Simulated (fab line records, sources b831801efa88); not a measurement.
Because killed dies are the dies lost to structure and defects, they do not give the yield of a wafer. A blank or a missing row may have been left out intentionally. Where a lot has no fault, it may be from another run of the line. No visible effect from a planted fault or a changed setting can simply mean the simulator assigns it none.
Which tool did it? / flow sky130 / 11 lots with 33 wafers sampled at 4 steps, on a route of 708 steps

## WHAT EACH GAUGE READ, for each wafer
SKY_VIA3_RS_MEAS_22: uses a four-point probe to measure.
lot=L329; measured=day 39 15:58; on=film_metro-03; VIA3_W_RS (ohm/sq)=0.296 0.296 0.299
lot=L330; measured=day 39 17:08; on=film_metro-03; VIA3_W_RS (ohm/sq)=0.297 0.293 0.297
lot=L331; measured=day 40 16:52; on=film_metro-03; VIA3_W_RS (ohm/sq)=0.290 0.294 0.292
lot=L332; measured=day 40 17:26; on=film_metro-04; VIA3_W_RS (ohm/sq)=0.294 0.302 0.295
lot=L333; measured=day 40 19:04; on=film_metro-04; VIA3_W_RS (ohm/sq)=0.296 0.293 0.296
lot=L334; measured=day 41 04:55; on=film_metro-04; VIA3_W_RS (ohm/sq)=0.297 0.290 0.291
lot=L339; measured=day 42 22:38; on=film_metro-03; VIA3_W_RS (ohm/sq)=0.302 0.296 0.299
lot=L341; measured=day 43 02:47; on=film_metro-03; VIA3_W_RS (ohm/sq)=0.292 0.296 0.294
lot=L349; measured=day 45 05:37; on=film_metro-02; VIA3_W_RS (ohm/sq)=0.297 0.301 0.299
lot=L351; measured=day 46 13:08; on=film_metro-04; VIA3_W_RS (ohm/sq)=0.298 0.299 0.303
lot=L352; measured=day 46 14:51; on=film_metro-02; VIA3_W_RS (ohm/sq)=0.297 0.297 0.297

SKY_VIA3_THK_MEAS_23: measures by xrf.
lot=L329; measured=day 39 16:05; on=film_metro-03; VIA3_W_THK (nm)=381 381 380
lot=L330; measured=day 39 17:14; on=film_metro-03; VIA3_W_THK (nm)=382 385 380
lot=L331; measured=day 40 16:58; on=film_metro-03; VIA3_W_THK (nm)=385 380 383
lot=L332; measured=day 40 17:34; on=film_metro-04; VIA3_W_THK (nm)=372 361 372
lot=L333; measured=day 40 19:11; on=film_metro-04; VIA3_W_THK (nm)=370 376 372
lot=L334; measured=day 41 05:01; on=film_metro-04; VIA3_W_THK (nm)=372 381 380
lot=L339; measured=day 42 22:45; on=film_metro-03; VIA3_W_THK (nm)=369 377 377
lot=L341; measured=day 43 02:53; on=film_metro-03; VIA3_W_THK (nm)=386 384 385
lot=L349; measured=day 45 05:44; on=film_metro-02; VIA3_W_THK (nm)=373 365 369
lot=L351; measured=day 46 13:16; on=film_metro-04; VIA3_W_THK (nm)=368 366 364
lot=L352; measured=day 46 14:58; on=film_metro-02; VIA3_W_THK (nm)=367 368 369

## WHAT TOOL EACH LOT RAN ON (gives the tool, then ch and the chambers of the sampled wafers, and finally the start)
lot=L329; SKY_VIA2_ETCH_14=rie_diel-01 ch 1,2,3, day 36 06:26; SKY_VIA3_ETCH_14=rie_diel-02 ch 1,3, day 39 14:58
lot=L330; SKY_VIA2_ETCH_14=rie_diel-03 ch 0,2,3, day 36 08:50; SKY_VIA3_ETCH_14=rie_diel-04 ch 0,1,2, day 39 16:12
lot=L331; SKY_VIA2_ETCH_14=rie_diel-01 ch 2,3, day 37 08:56; SKY_VIA3_ETCH_14=rie_diel-04 ch 0,1,2, day 40 15:55
lot=L332; SKY_VIA2_ETCH_14=rie_diel-04 ch 1,2,3, day 37 10:22; SKY_VIA3_ETCH_14=rie_diel-03 ch 1,2, day 40 16:33
lot=L333; SKY_VIA2_ETCH_14=rie_diel-04 ch 1,2,3, day 37 11:26; SKY_VIA3_ETCH_14=rie_diel-03 ch 0,1, day 40 18:08
lot=L334; SKY_VIA2_ETCH_14=rie_diel-01 ch 0,2,3, day 37 21:52; SKY_VIA3_ETCH_14=rie_diel-03 ch 0,2, day 41 04:00
lot=L339; SKY_VIA2_ETCH_14=rie_diel-03 ch 0,1,2, day 39 17:41; SKY_VIA3_ETCH_14=rie_diel-04 ch 1,2,3, day 42 21:40
lot=L341; SKY_VIA2_ETCH_14=rie_diel-04 ch 0,1,3, day 39 22:26; SKY_VIA3_ETCH_14=rie_diel-03 ch 1,2, day 43 01:50
lot=L349; SKY_VIA2_ETCH_14=rie_diel-03 ch 0,2, day 42 05:52; SKY_VIA3_ETCH_14=rie_diel-03 ch 1,2, day 45 04:42
lot=L351; SKY_VIA2_ETCH_14=rie_diel-03 ch 0,2, day 43 15:22; SKY_VIA3_ETCH_14=rie_diel-02 ch 0,1,2, day 46 12:12
lot=L352; SKY_VIA2_ETCH_14=rie_diel-04 ch 1,2,3, day 43 16:05; SKY_VIA3_ETCH_14=rie_diel-04 ch 0,3, day 46 13:55
- SKY_VIA2_ETCH_14: etches BARC in N2/H2, stops on SiO2, time 45.9 s, target depth 60 nm.
- SKY_VIA3_ETCH_14: etches BARC in N2/H2, stops on SiO2, time 45.9 s, target depth 60 nm.

## WHAT THE TOOLS THEMSELVES READ (means of the sampled wafers that have a number; where no wafer has one, the mark that the record gives instead)
SKY_VIA2_ETCH_14.
lot=L329; tool=rie_diel-01; drypump_motor_current_A (A)=5.4; oes_product_au (a.u.)=0.847; throttle_valve_pct (%)=13.226
lot=L330; tool=rie_diel-03; drypump_motor_current_A (A)=5.4; oes_product_au (a.u.)=0.845; throttle_valve_pct (%)=13.226
lot=L331; tool=rie_diel-01; drypump_motor_current_A (A)=5.6; oes_product_au (a.u.)=0.845; throttle_valve_pct (%)=13.227
lot=L332; tool=rie_diel-04; drypump_motor_current_A (A)=5.3; oes_product_au (a.u.)=0.843; throttle_valve_pct (%)=13.214
lot=L333; tool=rie_diel-04; drypump_motor_current_A (A)=5.3; oes_product_au (a.u.)=0.845; throttle_valve_pct (%)=13.225
lot=L334; tool=rie_diel-01; drypump_motor_current_A (A)=5.7; oes_product_au (a.u.)=0.844; throttle_valve_pct (%)=13.218
lot=L339; tool=rie_diel-03; drypump_motor_current_A (A)=5.6; oes_product_au (a.u.)=0.843; throttle_valve_pct (%)=13.219
lot=L341; tool=rie_diel-04; drypump_motor_current_A (A)=5.5; oes_product_au (a.u.)=0.846; throttle_valve_pct (%)=13.221
lot=L349; tool=rie_diel-03; drypump_motor_current_A (A)=5.1; oes_product_au (a.u.)=0.846; throttle_valve_pct (%)=13.220
lot=L351; tool=rie_diel-03; drypump_motor_current_A (A)=5.3; oes_product_au (a.u.)=0.846; throttle_valve_pct (%)=13.210
lot=L352; tool=rie_diel-04; drypump_motor_current_A (A)=5.3; oes_product_au (a.u.)=0.842; throttle_valve_pct (%)=13.223

SKY_VIA3_ETCH_14.
lot=L329; tool=rie_diel-02; drypump_motor_current_A (A)=6.2; oes_product_au (a.u.)=0.851; throttle_valve_pct (%)=13.523
lot=L330; tool=rie_diel-04; drypump_motor_current_A (A)=5.4; oes_product_au (a.u.)=0.854; throttle_valve_pct (%)=13.519
lot=L331; tool=rie_diel-04; drypump_motor_current_A (A)=5.4; oes_product_au (a.u.)=0.851; throttle_valve_pct (%)=13.525
lot=L332; tool=rie_diel-03; drypump_motor_current_A (A)=5.8; oes_product_au (a.u.)=0.846; throttle_valve_pct (%)=13.514
lot=L333; tool=rie_diel-03; drypump_motor_current_A (A)=6.0; oes_product_au (a.u.)=0.862; throttle_valve_pct (%)=13.532
lot=L334; tool=rie_diel-03; drypump_motor_current_A (A)=5.3; oes_product_au (a.u.)=0.856; throttle_valve_pct (%)=13.524
lot=L339; tool=rie_diel-04; drypump_motor_current_A (A)=5.3; oes_product_au (a.u.)=0.849; throttle_valve_pct (%)=13.529
lot=L341; tool=rie_diel-03; drypump_motor_current_A (A)=6.1; oes_product_au (a.u.)=0.852; throttle_valve_pct (%)=13.532
lot=L349; tool=rie_diel-03; drypump_motor_current_A (A)=5.8; oes_product_au (a.u.)=0.855; throttle_valve_pct (%)=13.531
lot=L351; tool=rie_diel-02; drypump_motor_current_A (A)=6.0; oes_product_au (a.u.)=0.860; throttle_valve_pct (%)=13.524
lot=L352; tool=rie_diel-04; drypump_motor_current_A (A)=5.4; oes_product_au (a.u.)=0.851; throttle_valve_pct (%)=13.524

## THE ANSWER, worked out from the rows above alone
Rule: the usual values come from the lots themselves. The widest of any qualifying gaps counts: lots, ordered by their means at a reading, are off when they make up no more than a third of the lots, leave a main group of 4 or more, and stand apart from it by 3 or more times the standard deviation of that group's means. A main group is skipped when, at the precision printed for the reading in the tables above, its means are all equal. A lot without any number at a reading at which 4 lots or more have one is off too. The other lots that the step has rows for count as sound. After the gauges, taken in route order, come the tools' own readings; for these a lot's mean is taken, as printed above. The first step at which some lot is off is used, and at that step the reading that is off furthest; a lot without a number counts as furthest.
Nothing can be told from this: no lot is off at any reading shown.

## WHAT THE SIMULATOR PUT IN
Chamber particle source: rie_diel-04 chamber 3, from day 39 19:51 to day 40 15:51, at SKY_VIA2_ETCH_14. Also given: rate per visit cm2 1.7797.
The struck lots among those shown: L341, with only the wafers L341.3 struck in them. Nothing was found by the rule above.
